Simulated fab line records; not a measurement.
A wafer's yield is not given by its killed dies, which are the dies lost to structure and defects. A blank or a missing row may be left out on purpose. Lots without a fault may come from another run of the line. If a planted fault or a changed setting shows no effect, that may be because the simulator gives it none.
fab line records	flow sky130
record lots=13	wafers=39	last-day=50
route steps=708 shown FIELD_ISO@26 VT_ADJUST_HVTP@92 VT_ADJUST_HVTR@140 SONOS_TUNNEL@166
lots that met no fault: taken from a fault-free run of the same line
start-h: hours from the record's opening day to when the first of the lot's shown wafers began	wait-h: time in hours since the lot's previous step	" as in the row above	L1.1+2: one row covering several wafers at once	- no value, or no start was given	* or withheld: withheld	< > ~ a bound
route shown NAME@n: a module of which the file shows steps, and the number in the route of the first	usual: mean/standard deviation taken from wafers without a fault	same: alike in all rows	chamber/n: place in a boat	sites: per-site readings	_std_site: how widely they spread, as a standard deviation	_edge_site: mean of outer sites minus mean of inner sites	radius-mm: for every site, how far away it sits from the centre of the wafer	mask NAME#n: copy n	behind: the last tool/chamber to shape the wafer	hold: the reason the lot was held/the length of the hold in hours/how it ended	device: names the non-switching transistor (n, p or np)	end of line: the tests these same wafers got at the end of their route	a step without rows: its recipe alone	killed: at the first sort, the dies lost to defects and structure; wafer yield is something else	map: dies across one wafer; x = killed, . = not, _ = none there
set.NAME: the setting the step ran with; set.NAME@STEP: the setting that earlier step ran with	model.NAME: the simulator's own value behind a step, which no gauge read
route steps across a sampled set of lots; one table per step, one row per wafer
services: a tool's chamber out of use, with start hour (start-h, from the record's first day; less than 0 if before it), hours out, and reason
## steps
# step SKY_FIELD_ISO_THK_MEAS_25
# recipe reads=SiO2_of_FIELD_ISO_CVD_24
# usual FIELD_ISO_CVD_24_THK=596/6.7
lot.wafer	tool	chamber	start-h	wait-h	FIELD_ISO_CVD_24_THK[nm]
L218.4	film-metro-01	-	39.06	0.0	591
L218.5	"	-	"	"	592
L218.6	"	-	"	"	586
L222.1	film-metro-01	-	61.61	0.0	603
L222.3	"	-	"	"	593
L222.5	"	-	"	"	601
L224.1	film-metro-04	-	68.29	0.0	589
L224.2	"	-	"	"	601
L224.4	"	-	"	"	589
L226.2	film-metro-03	-	77.03	0.0	600
L226.4	"	-	"	"	606
L226.6	"	-	"	"	595
L230.2	film-metro-03	-	98.80	0.0	601
L230.3	"	-	"	"	592
L230.5	"	-	"	"	592
L232.2	film-metro-04	-	109.23	0.0	602
L232.4	"	-	"	"	600
L232.5	"	-	"	"	605
L233.1	film-metro-01	-	115.22	0.0	587
L233.4	"	-	"	"	595
L233.6	"	-	"	"	588
L234.1	film-metro-04	-	119.07	0.0	595
L234.2	"	-	"	"	602
L234.3	"	-	"	"	592
L235.1	film-metro-03	-	124.64	0.0	579
L235.5	"	-	"	"	595
L235.6	"	-	"	"	594
L236.1	film-metro-01	-	129.74	0.0	588
L236.2	"	-	"	"	602
L236.5	"	-	"	"	607
L237.1	film-metro-01	-	135.18	0.0	591
L237.3	"	-	"	"	594
L237.4	"	-	"	"	602
L238.2	film-metro-01	-	139.31	0.0	597
L238.3	"	-	"	"	597
L238.5	"	-	"	"	601
L240.1	film-metro-04	-	153.48	0.0	601
L240.5	"	-	"	"	589
L240.6	"	-	"	"	604
# step SKY_VT_ADJUST_HVTP_CD_MEAS_07
# recipe target-cd-nm=380
# usual cd-nm=380.1/2.4
lot.wafer	tool	chamber	start-h	wait-h	cd-nm
L218.4	cd-sem-01	-	131.88	0.1	383.4
L218.5	"	-	"	"	380.5
L218.6	"	-	"	"	381.8
L222.1	cd-sem-02	-	154.51	0.1	375.2
L222.3	"	-	"	"	377.6
L222.5	"	-	"	"	378.6
L224.1	cd-sem-02	-	164.52	0.1	381.4
L224.2	"	-	"	"	380.2
L224.4	"	-	"	"	381.7
L226.2	cd-sem-02	-	173.80	0.1	380.3
L226.4	"	-	"	"	378.3
L226.6	"	-	"	"	378.5
L230.2	cd-sem-02	-	203.00	0.1	378.5
L230.3	"	-	"	"	377.7
L230.5	"	-	"	"	378.9
L232.2	cd-sem-01	-	218.19	0.1	379.8
L232.4	"	-	"	"	378.3
L232.5	"	-	"	"	377.6
L233.1	cd-sem-01	-	225.76	0.1	378.2
L233.4	"	-	"	"	378.4
L233.6	"	-	"	"	375.7
L234.1	cd-sem-02	-	231.36	0.1	379.9
L234.2	"	-	"	"	384.4
L234.3	"	-	"	"	383.0
L235.1	cd-sem-02	-	234.32	0.1	378.8
L235.5	"	-	"	"	378.9
L235.6	"	-	"	"	379.0
L236.1	cd-sem-02	-	242.57	0.1	381.8
L236.2	"	-	"	"	381.0
L236.5	"	-	"	"	383.8
L237.1	cd-sem-01	-	246.58	0.1	375.5
L237.3	"	-	"	"	375.7
L237.4	"	-	"	"	375.9
L238.2	cd-sem-02	-	252.80	0.1	381.7
L238.3	"	-	"	"	382.0
L238.5	"	-	"	"	381.5
L240.1	cd-sem-01	-	271.11	0.1	380.4
L240.5	"	-	"	"	381.3
L240.6	"	-	"	"	380.0
# step SKY_VT_ADJUST_HVTR_IMPLANT_09
# recipe species=B	energy-kev=10	dose-cm2=2.1e+12	tilt-deg=withheld
# usual dose-ions-cm2=2.0999e+12/2.2e+09	faraday-current-uA=11.87/0.23
# same implant-ion-amu=11
lot.wafer	tool	chamber	start-h	wait-h	dose-ions-cm2	faraday-current-uA
L218.4	implanter-03	0	214.45	0.1	2.0963e+12	11.89
L218.5	"	0	"	"	2.1001e+12	11.67
L218.6	"	0	"	"	2.0995e+12	11.79
L222.1	implanter-03	0	242.52	0.0	2.7845e+12	15.42
L222.3	"	0	"	"	2.7833e+12	15.86
L222.5	"	0	"	"	2.7828e+12	15.51
L224.1	implanter-03	0	254.77	0.0	2.7858e+12	15.30
L224.2	"	0	"	"	2.7838e+12	15.05
L224.4	"	0	"	"	2.7837e+12	15.22
L226.2	implanter-03	0	264.00	0.0	2.7844e+12	15.85
L226.4	"	0	"	"	2.783e+12	15.59
L226.6	"	0	"	"	2.7814e+12	15.70
L230.2	implanter-04	0	299.05	0.0	2.1001e+12	12.44
L230.3	"	0	"	"	2.1035e+12	12.11
L230.5	"	0	"	"	2.1008e+12	12.17
L232.2	implanter-01	0	316.61	0.0	2.0993e+12	11.86
L232.4	"	0	"	"	2.1004e+12	12.01
L232.5	"	0	"	"	2.0978e+12	11.75
L233.1	implanter-01	0	325.22	0.0	2.0993e+12	11.69
L233.4	"	0	"	"	2.0992e+12	11.85
L233.6	"	0	"	"	2.1011e+12	11.64
L234.1	implanter-01	0	331.22	0.0	2.0997e+12	12.06
L234.2	"	0	"	"	2.1005e+12	11.75
L234.3	"	0	"	"	2.1007e+12	11.47
L235.1	implanter-04	0	331.52	0.0	2.0995e+12	11.71
L235.5	"	0	"	"	2.1022e+12	11.96
L235.6	"	0	"	"	2.0974e+12	12.07
L236.1	implanter-01	0	343.53	0.0	2.0981e+12	12.16
L236.2	"	0	"	"	2.0998e+12	11.53
L236.5	"	0	"	"	2.0986e+12	12.22
L237.1	implanter-04	0	346.67	0.0	2.1014e+12	12.03
L237.3	"	0	"	"	2.1009e+12	11.86
L237.4	"	0	"	"	2.0976e+12	11.65
L238.2	implanter-01	0	356.25	0.0	2.0997e+12	11.96
L238.3	"	0	"	"	2.0993e+12	11.62
L238.5	"	0	"	"	2.1002e+12	12.17
L240.1	implanter-01	0	377.39	0.6	2.0983e+12	11.52
L240.5	"	0	"	"	2.0976e+12	12.16
L240.6	"	0	"	"	2.097e+12	11.95
# step SKY_VT_ADJUST_HVTR_TW_MEAS_11
# usual VT_ADJUST_HVTR_TW=208.6/1.8
lot.wafer	tool	chamber	start-h	wait-h	VT_ADJUST_HVTR_TW
L218.4	film-metro-02	-	214.65	0.1	208.5
L218.5	"	-	"	"	208.8
L218.6	"	-	"	"	209.2
L222.1	film-metro-02	-	242.77	0.1	223.9
L222.3	"	-	"	"	225.5
L222.5	"	-	"	"	224.8
L224.1	film-metro-02	-	255.02	0.1	224.2
L224.2	"	-	"	"	224.1
L224.4	"	-	"	"	225.1
L226.2	film-metro-04	-	264.23	0.1	229.3
L226.4	"	-	"	"	228.0
L226.6	"	-	"	"	227.5
L230.2	film-metro-02	-	299.28	0.1	208.3
L230.3	"	-	"	"	209.9
L230.5	"	-	"	"	207.5
L232.2	film-metro-03	-	316.84	0.1	206.3
L232.4	"	-	"	"	205.1
L232.5	"	-	"	"	205.3
L233.1	film-metro-04	-	325.47	0.1	210.5
L233.4	"	-	"	"	210.5
L233.6	"	-	"	"	210.9
L234.1	film-metro-03	-	331.47	0.1	205.7
L234.2	"	-	"	"	205.3
L234.3	"	-	"	"	205.7
L235.1	film-metro-02	-	331.77	0.1	209.1
L235.5	"	-	"	"	209.4
L235.6	"	-	"	"	208.8
L236.1	film-metro-04	-	343.78	0.1	210.6
L236.2	"	-	"	"	210.8
L236.5	"	-	"	"	210.5
L237.1	film-metro-04	-	346.92	0.1	210.3
L237.3	"	-	"	"	210.4
L237.4	"	-	"	"	210.9
L238.2	film-metro-04	-	356.48	0.1	209.9
L238.3	"	-	"	"	210.1
L238.5	"	-	"	"	210.7
L240.1	film-metro-04	-	377.64	0.1	209.8
L240.5	"	-	"	"	208.7
L240.6	"	-	"	"	208.8
# step SKY_SONOS_TUNNEL_TW_MEAS_12
# usual SONOS_TUNNEL_TW=195.6/1.2
lot.wafer	tool	chamber	start-h	wait-h	SONOS_TUNNEL_TW
L218.4	film-metro-01	-	261.62	0.0	194.0
L218.5	"	-	"	"	194.5
L218.6	"	-	"	"	194.7
L222.1	film-metro-02	-	291.84	0.0	196.0
L222.3	"	-	"	"	194.3
L222.5	"	-	"	"	195.6
L224.1	film-metro-02	-	305.31	0.0	196.1
L224.2	"	-	"	"	194.5
L224.4	"	-	"	"	195.6
L226.2	film-metro-02	-	315.55	0.0	193.4
L226.4	"	-	"	"	193.5
L226.6	"	-	"	"	196.4
L230.2	film-metro-01	-	351.74	0.0	194.7
L230.3	"	-	"	"	195.7
L230.5	"	-	"	"	195.4
L232.2	film-metro-01	-	371.20	0.0	196.4
L232.4	"	-	"	"	196.9
L232.5	"	-	"	"	195.2
L233.1	film-metro-04	-	380.94	0.0	196.6
L233.4	"	-	"	"	196.4
L233.6	"	-	"	"	195.7
L234.1	film-metro-02	-	388.61	0.0	194.6
L234.2	"	-	"	"	194.7
L234.3	"	-	"	"	193.9
L235.1	film-metro-01	-	388.69	0.0	196.5
L235.5	"	-	"	"	196.5
L235.6	"	-	"	"	195.2
L236.1	film-metro-02	-	402.69	0.0	195.0
L236.2	"	-	"	"	195.0
L236.5	"	-	"	"	194.4
L237.1	film-metro-02	-	405.09	0.0	194.4
L237.3	"	-	"	"	195.2
L237.4	"	-	"	"	194.0
L238.2	film-metro-04	-	415.51	0.0	197.1
L238.3	"	-	"	"	197.0
L238.5	"	-	"	"	198.1
L240.1	film-metro-02	-	438.52	0.0	194.6
L240.5	"	-	"	"	193.2
L240.6	"	-	"	"	194.4
## services
tool	chamber	start-h	hours	kind
implanter-01	-	194.71	5.2	repair
implanter-01	-	195.79	10.5	repair
implanter-03	-	210.03	4.1	pm
implanter-01	-	222.67	6.6	repair
implanter-01	-	291.57	3.8	pm
implanter-03	-	312.65	4.2	repair
implanter-03	-	325.01	34.3	pm
implanter-03	-	364.56	18.9	pm
implanter-04	-	369.08	17.1	repair
implanter-04	-	371.49	5.7	repair
## key
first-sign step=SKY_VT_ADJUST_HVTR_IMPLANT_09	reading=dose-ions-cm2	direction=up	sigmas=99+	usual=*	struck=*
effect step=SKY_VT_ADJUST_HVTR_IMPLANT_09	reading=faraday-current-uA	direction=up	sigmas=16	usual=11.87	struck=15.50
effect step=SKY_VT_ADJUST_HVTR_TW_MEAS_11	reading=VT_ADJUST_HVTR_TW	direction=up	sigmas=9.4	usual=208.6	struck=225.8
met-at SKY_VT_ADJUST_HVTR_IMPLANT_09
struck-lots L222,L224,L226
tester-left-out L222,L224,L226
not-acting-at SKY_FIELD_ISO_THK_MEAS_25,SKY_VT_ADJUST_HVTP_CD_MEAS_07,SKY_SONOS_TUNNEL_TW_MEAS_12
onset-between 214.45 242.52
fault kind=process-parameter-drift	tool=implanter-03	chamber=-	onset-h=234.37	steps=SKY_VT_ADJUST_HVTR_IMPLANT_09	channel=dose-cm2	offset=*	shape=step	end-h=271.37	acts-in=*	stated=*
# tester-left-out: of these lots the tester's yield and bins aren't shown, on N5 and GAA mostly nor the transistor test; their killed dies are dies lost to structure and defects alone, not to doping, threshold or leakage, so they don't give the yield
